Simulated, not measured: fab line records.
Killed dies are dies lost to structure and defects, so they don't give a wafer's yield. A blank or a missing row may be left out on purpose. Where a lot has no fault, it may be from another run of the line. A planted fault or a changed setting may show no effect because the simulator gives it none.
The tool behind it: which one?	flow gf180mcu	14 lots, 42 wafers sampled, at 5 steps of a route of 602

WHAT EACH GAUGE READ, for each wafer
GF_DNWELL_TW_MEAS_09. Usual: for DNWELL_TW the level is 1347 and the standard deviation is 9.5.
lot	measured	on	DNWELL_TW	flag
L886	day 3 00:49	film-metro-01	1359 1360 1350	
L887	day 3 04:26	film-metro-01	1357 1347 1351	
L888	day 3 10:52	film-metro-04	1337 1333 1324	
L890	day 3 22:04	film-metro-01	1361 1359 1362	
L891	day 4 03:43	film-metro-02	1342 1338 1344	
L892	day 4 07:29	film-metro-02	1332 1327 1333	
L895	day 5 01:13	film-metro-01	1358 1354 1360	
L896	day 5 05:11	film-metro-01	1357 1356 1353	
L897	day 5 10:16	film-metro-04	1336 1341 1337	
L898	day 5 20:44	film-metro-02	1349 1355 1349	
L905	day 7 05:29	film-metro-02	1252 1234 1249	OFF
L906	day 7 10:59	film-metro-01	1248 1245 1257	OFF
L907	day 7 16:32	film-metro-01	1249 1244 1251	OFF
L908	day 7 22:25	film-metro-04	1343 1342 1339	

GF_POLY_GATE_THK_MEAS_17. Usual: for POLY_GATE_OXIDATION_THK the level is 3.98 nm and the standard deviation is 0.08.
lot	measured	on	POLY_GATE_OXIDATION_THK (nm)	flag
L886	day 9 12:45	film-metro-04	4.00 3.90 3.94	
L887	day 9 18:11	film-metro-04	3.84 3.97 3.93	
L888	day 10 03:34	film-metro-02	3.93 4.05 3.91	
L890	day 10 19:14	film-metro-01	3.91 3.94 3.96	
L891	day 11 07:49	film-metro-04	4.02 4.00 3.88	
L892	day 11 09:30	film-metro-02	3.93 3.99 3.87	
L895	day 12 10:48	film-metro-04	3.95 3.91 4.00	
L896	day 12 17:26	film-metro-04	3.99 4.01 3.91	
L897	day 12 20:22	film-metro-01	4.09 4.12 3.99	
L898	day 13 11:00	film-metro-04	3.85 3.93 3.90	
L905	day 15 10:16	film-metro-04	4.11 4.10 4.07	
L906	day 15 13:28	film-metro-04	3.90 3.94 3.95	
L907	day 16 01:26	film-metro-04	3.94 3.92 3.92	
L908	day 16 09:52	film-metro-04	3.93 3.94 3.96	

GF_HV_LDD_TW_MEAS_38. Usual: for HV_LDD_3_TW the level is 1443 and the standard deviation is 7.5.
lot	measured	on	HV_LDD_3_TW	flag
L886	day 11 20:53	film-metro-03	1449 1440 1441	
L887	day 12 03:26	film-metro-02	1447 1444 1440	
L888	day 12 13:14	film-metro-01	1445 1449 1445	
L890	day 13 06:27	film-metro-03	1433 1432 1428	
L891	day 13 19:44	film-metro-01	1454 1455 1447	
L892	day 13 21:10	film-metro-03	1431 1440 1438	
L895	day 15 01:49	film-metro-01	1444 1444 1442	
L896	day 15 09:05	film-metro-01	1439 1444 1441	
L897	day 15 11:49	film-metro-02	1448 1449 1440	
L898	day 16 03:43	film-metro-02	1449 1448 1449	
L905	day 18 07:08	film-metro-03	1438 1441 1434	
L906	day 18 10:23	film-metro-03	1440 1440 1443	
L907	day 18 23:47	film-metro-02	1443 1445 1446	
L908	day 19 09:36	film-metro-03	1443 1443 1446	

GF_SALICIDE_THK_MEAS_05: measures by xrf. Usual: for SALICIDE_TIN_THK the level is 19.83 nm and the standard deviation is 0.29.
lot	measured	on	SALICIDE_TIN_THK (nm)	flag
L886	day 15 11:18	film-metro-01	19.71 19.80 20.12	
L887	day 15 19:33	film-metro-04	19.62 20.17 19.65	
L888	day 16 04:24	film-metro-02	20.04 19.67 19.67	
L890	day 17 01:55	film-metro-02	19.77 19.36 19.84	
L891	day 17 15:31	film-metro-04	19.45 19.97 19.41	
L892	day 17 17:13	film-metro-01	19.90 19.53 19.43	
L895	day 19 01:22	film-metro-01	20.28 19.72 19.94	
L896	day 19 08:40	film-metro-04	19.61 19.62 19.60	
L897	day 19 12:45	film-metro-01	20.30 20.42 19.97	
L898	day 20 06:53	film-metro-02	19.86 20.46 20.40	
L905	day 22 12:59	film-metro-01	19.78 20.00 19.86	
L906	day 22 15:45	film-metro-04	20.22 20.15 20.18	
L907	day 23 03:34	film-metro-01	19.57 19.55 19.44	
L908	day 23 14:07	film-metro-01	20.15 20.08 19.96	

WHICH TOOL RAN EACH LOT (tool, then ch and the chambers of the sampled wafers, then the start)
lot	GF_DNWELL_IMPLANT_07
L886	implanter-04 ch 0, day 3 00:34
L887	implanter-01 ch 0, day 3 04:11
L888	implanter-04 ch 0, day 3 10:38
L890	implanter-03 ch 0, day 3 21:50
L891	implanter-01 ch 0, day 4 03:28
L892	implanter-03 ch 0, day 4 07:14
L895	implanter-04 ch 0, day 5 00:59
L896	implanter-03 ch 0, day 5 04:57
L897	implanter-03 ch 0, day 5 10:01
L898	implanter-01 ch 0, day 5 20:29
L905	implanter-03 ch 0, day 7 05:15
L906	implanter-03 ch 0, day 7 10:44
L907	implanter-03 ch 0, day 7 16:19
L908	implanter-01 ch 0, day 7 22:11
- GF_DNWELL_IMPLANT_07

WHAT THE TOOLS THEMSELVES READ (means of the sampled wafers that have a number; where no wafer has one, the mark that the record gives instead)
GF_DNWELL_IMPLANT_07. Usual: beam-energy-keV reads 1500.0 (standard deviation 0.49).
lot	tool	beam-energy-keV	flag
L886	implanter-04	1500.0	
L887	implanter-01	1500.8	
L888	implanter-04	1500.5	
L890	implanter-03	1499.5	
L891	implanter-01	1500.0	
L892	implanter-03	1499.9	
L895	implanter-04	1500.4	
L896	implanter-03	1499.9	
L897	implanter-03	1500.2	
L898	implanter-01	1499.8	
L905	implanter-03	1500.5	
L906	implanter-03	1499.5	
L907	implanter-03	1499.0	
L908	implanter-01	1500.4	

THE ANSWER, worked out from the rows above alone
Rule: take the mean of a lot's wafers that have a number; if it is more than 3 standard deviations from the usual mean, the lot is off. A lot without any number at a reading at which 4 lots or more have one is off too. Any other lot the step has rows for is counted as sound. Order of review: gauges by route order, followed by the tools' own readings, for which a lot's mean as printed above is used. At the first step where some lot is off, the reading lying furthest off is the one used; lots without a number count as furthest.
Off: L905, L906, L907, at GF_DNWELL_TW_MEAS_09 (DNWELL_TW).
A tool fits if, at a process step before that reading, it ran every lot that is off, and no sound lot after the first of them. Gauges at GF_DNWELL_TW_MEAS_09: tried the same way as those tools. One candidate fits, namely implanter-03 at GF_DNWELL_IMPLANT_07. A fault onset in the window from L897 (day 5 10:01, its last sound lot) to L905 (day 7 05:15, its first lot off) fits.

WHAT THE SIMULATOR HAD INSERTED
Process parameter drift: implanter-03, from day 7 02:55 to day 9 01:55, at GF_DNWELL_IMPLANT_07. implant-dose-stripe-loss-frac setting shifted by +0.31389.
Shown lots that were struck: L905, L906, L907. The rule given above showed the same thing.
